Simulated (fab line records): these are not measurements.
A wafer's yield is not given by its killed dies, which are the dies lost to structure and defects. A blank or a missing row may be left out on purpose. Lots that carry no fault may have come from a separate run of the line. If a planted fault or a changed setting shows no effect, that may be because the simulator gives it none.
Which of the tools did it? + flow gf180mcu + Sampling: 14 lots, 42 wafers, 4 of 602 route steps

== WHAT EACH GAUGE READ, for each wafer ==
GF_M4_THK_MEAS_06: measures by xrf.
| lot  | measured     | on            | M4_ALCU_THK (nm) |
|------|--------------|---------------|------------------|
| L342 | day 23 07:29 | film-metro-02 | 456 443 448      |
| L343 | day 23 11:58 | film-metro-01 | 449 453 447      |
| L345 | day 24 03:26 | film-metro-01 | 448 445 445      |
| L346 | day 24 13:23 | film-metro-02 | 448 445 454      |
| L347 | day 24 18:58 | film-metro-02 | 463 461 458      |
| L349 | day 25 13:46 | film-metro-01 | 450 447 450      |
| L350 | day 25 19:17 | film-metro-03 | 453 446 450      |
| L352 | day 26 11:11 | film-metro-01 | 449 449 455      |
| L354 | day 27 02:28 | film-metro-03 | 447 451 455      |
| L355 | day 27 08:57 | film-metro-02 | 457 452 463      |
| L361 | day 29 00:01 | film-metro-02 | 506 504 506      |
| L362 | day 29 05:36 | film-metro-02 | 503 498 503      |
| L363 | day 29 12:38 | film-metro-03 | 445 452 442      |
| L364 | day 29 19:39 | film-metro-01 | 446 465 451      |

GF_M4_OVL_MEAS_15.
| lot  | measured     | on         | M4_OVL (nm) |
|------|--------------|------------|-------------|
| L342 | day 24 05:50 | overlay-02 | 1 3 -2      |
| L343 | day 24 09:59 | overlay-01 | 8 13 7      |
| L345 | day 25 00:59 | overlay-01 | 8 14 16     |
| L346 | day 25 10:14 | overlay-01 | 7 4 11      |
| L347 | day 25 16:36 | overlay-02 | 2 5 -3      |
| L349 | day 26 10:24 | overlay-02 | 7 8 13      |
| L350 | day 26 16:32 | overlay-01 | 3 4 -1      |
| L352 | day 27 07:32 | overlay-01 | 7 -2 -3     |
| L354 | day 27 22:47 | overlay-02 | -4 -7 -7    |
| L355 | day 28 04:50 | overlay-01 | -2 -1 6     |
| L361 | day 29 19:03 | overlay-02 | -4 -1 -3    |
| L362 | day 30 01:01 | overlay-01 | 9 10 12     |
| L363 | day 30 06:59 | overlay-02 | -2 6 -1     |
| L364 | day 30 14:32 | overlay-02 | 11 3 10     |

== TOOL THAT RAN EACH LOT (tool first, then ch and the chambers of the sampled wafers, then the start) ==
| lot  | GF_M4_SPUTTER_01             | GF_M4_SPUTTER_04             |
|------|------------------------------|------------------------------|
| L342 | pvd-sputter-01, day 23 07:14 | pvd-sputter-01, day 23 07:19 |
| L343 | pvd-sputter-04, day 23 11:43 | pvd-sputter-04, day 23 11:48 |
| L345 | pvd-sputter-01, day 24 03:10 | pvd-sputter-01, day 24 03:16 |
| L346 | pvd-sputter-02, day 24 13:07 | pvd-sputter-02, day 24 13:12 |
| L347 | pvd-sputter-04, day 24 18:42 | pvd-sputter-04, day 24 18:47 |
| L349 | pvd-sputter-04, day 25 13:31 | pvd-sputter-04, day 25 13:35 |
| L350 | pvd-sputter-04, day 25 19:02 | pvd-sputter-04, day 25 19:07 |
| L352 | pvd-sputter-02, day 26 10:56 | pvd-sputter-02, day 26 11:01 |
| L354 | pvd-sputter-04, day 27 02:13 | pvd-sputter-04, day 27 02:17 |
| L355 | pvd-sputter-04, day 27 08:41 | pvd-sputter-04, day 27 08:46 |
| L361 | pvd-sputter-04, day 28 23:45 | pvd-sputter-04, day 28 23:50 |
| L362 | pvd-sputter-01, day 29 05:22 | pvd-sputter-01, day 29 05:26 |
| L363 | pvd-sputter-01, day 29 12:23 | pvd-sputter-01, day 29 12:28 |
| L364 | pvd-sputter-04, day 29 19:25 | pvd-sputter-04, day 29 19:29 |
- GF_M4_SPUTTER_01: material TiN, target thk 30 nm, time 25 s.
- GF_M4_SPUTTER_04: material TiN, target thk 50 nm, time 40.72 s.

== AS READ BY THE TOOLS THEMSELVES (means over the sampled wafers that have a number; for cases with no such wafer, the mark the record gives instead) ==
GF_M4_SPUTTER_01.
| lot  | tool           | cathode-dc-power-W (W) | chamber-pressure-pa (Pa) | throttle-valve-pct (%) |
|------|----------------|------------------------|--------------------------|------------------------|
| L342 | pvd-sputter-01 | 6499.7                 | 0.4005                   | 30.2                   |
| L343 | pvd-sputter-04 | 6500.7                 | 0.4002                   | 29.7                   |
| L345 | pvd-sputter-01 | 6499.6                 | 0.3992                   | 30.0                   |
| L346 | pvd-sputter-02 | 6499.3                 | 0.3998                   | 29.8                   |
| L347 | pvd-sputter-04 | 6499.8                 | 0.4000                   | 30.2                   |
| L349 | pvd-sputter-04 | 6499.8                 | 0.4006                   | 30.3                   |
| L350 | pvd-sputter-04 | 6500.0                 | 0.4001                   | 30.2                   |
| L352 | pvd-sputter-02 | 6498.1                 | 0.4008                   | 30.1                   |
| L354 | pvd-sputter-04 | 6500.0                 | 0.4000                   | 29.8                   |
| L355 | pvd-sputter-04 | 6499.0                 | 0.3998                   | 29.5                   |
| L361 | pvd-sputter-04 | 6501.3                 | 0.3994                   | 30.2                   |
| L362 | pvd-sputter-01 | 6499.4                 | 0.3997                   | 29.9                   |
| L363 | pvd-sputter-01 | 6499.0                 | 0.4006                   | 29.8                   |
| L364 | pvd-sputter-04 | 6498.8                 | 0.4005                   | 29.9                   |

GF_M4_SPUTTER_04.
| lot  | tool           | cathode-dc-power-W (W) | chamber-pressure-pa (Pa) | throttle-valve-pct (%) |
|------|----------------|------------------------|--------------------------|------------------------|
| L342 | pvd-sputter-01 | 6500.7                 | 0.4002                   | 29.9                   |
| L343 | pvd-sputter-04 | 6499.9                 | 0.3991                   | 29.5                   |
| L345 | pvd-sputter-01 | 6499.1                 | 0.3998                   | 29.9                   |
| L346 | pvd-sputter-02 | 6499.3                 | 0.4002                   | 29.9                   |
| L347 | pvd-sputter-04 | 6499.7                 | 0.4006                   | 30.0                   |
| L349 | pvd-sputter-04 | 6498.7                 | 0.4005                   | 30.2                   |
| L350 | pvd-sputter-04 | 6500.6                 | 0.4000                   | 30.5                   |
| L352 | pvd-sputter-02 | 6501.2                 | 0.4004                   | 30.3                   |
| L354 | pvd-sputter-04 | 6499.7                 | 0.3995                   | 30.1                   |
| L355 | pvd-sputter-04 | 6500.7                 | 0.4001                   | 29.9                   |
| L361 | pvd-sputter-04 | -                      | -                        | -                      |
| L362 | pvd-sputter-01 | -                      | -                        | -                      |
| L363 | pvd-sputter-01 | 6499.7                 | 0.3998                   | 30.1                   |
| L364 | pvd-sputter-04 | 6500.5                 | 0.3998                   | 29.7                   |

== THE ANSWER, worked out from the rows above alone ==
Rule: the usual values come from the lots themselves. The widest of any qualifying gaps counts: lots, ordered by their means at a reading, are off when they make up no more than a third of the lots, leave a main group of 4 or more, and stand apart from it by 3 or more times the standard deviation of that group's means. The tables above print the reading to a certain number of digits; a main group whose means all agree to those digits is not used. A lot without any number at a reading at which 4 lots or more have one is off too. Where the step has rows for the other lots, those lots are counted as sound. The gauges are gone through in route order, then the tools' own readings, and for those a lot's mean is taken as printed above. At the first step where some lot is off, the reading lying furthest off is the one used; lots without a number count as furthest.
Off: L361, L362, seen at GF_M4_THK_MEAS_06 (M4_ALCU_THK). The main group has a mean of 451 nm with a standard deviation of 4.1.
A tool fits if, at a process step before that reading, it ran every lot that is off, and no sound lot after the first of them. Not tried: the gauges at GF_M4_THK_MEAS_06; whatever is off there is also off at GF_M4_SPUTTER_04, on other tools, and gauge error can't account for it. None of those tried fits.

== WHAT WAS PUT IN BY THE SIMULATOR ==
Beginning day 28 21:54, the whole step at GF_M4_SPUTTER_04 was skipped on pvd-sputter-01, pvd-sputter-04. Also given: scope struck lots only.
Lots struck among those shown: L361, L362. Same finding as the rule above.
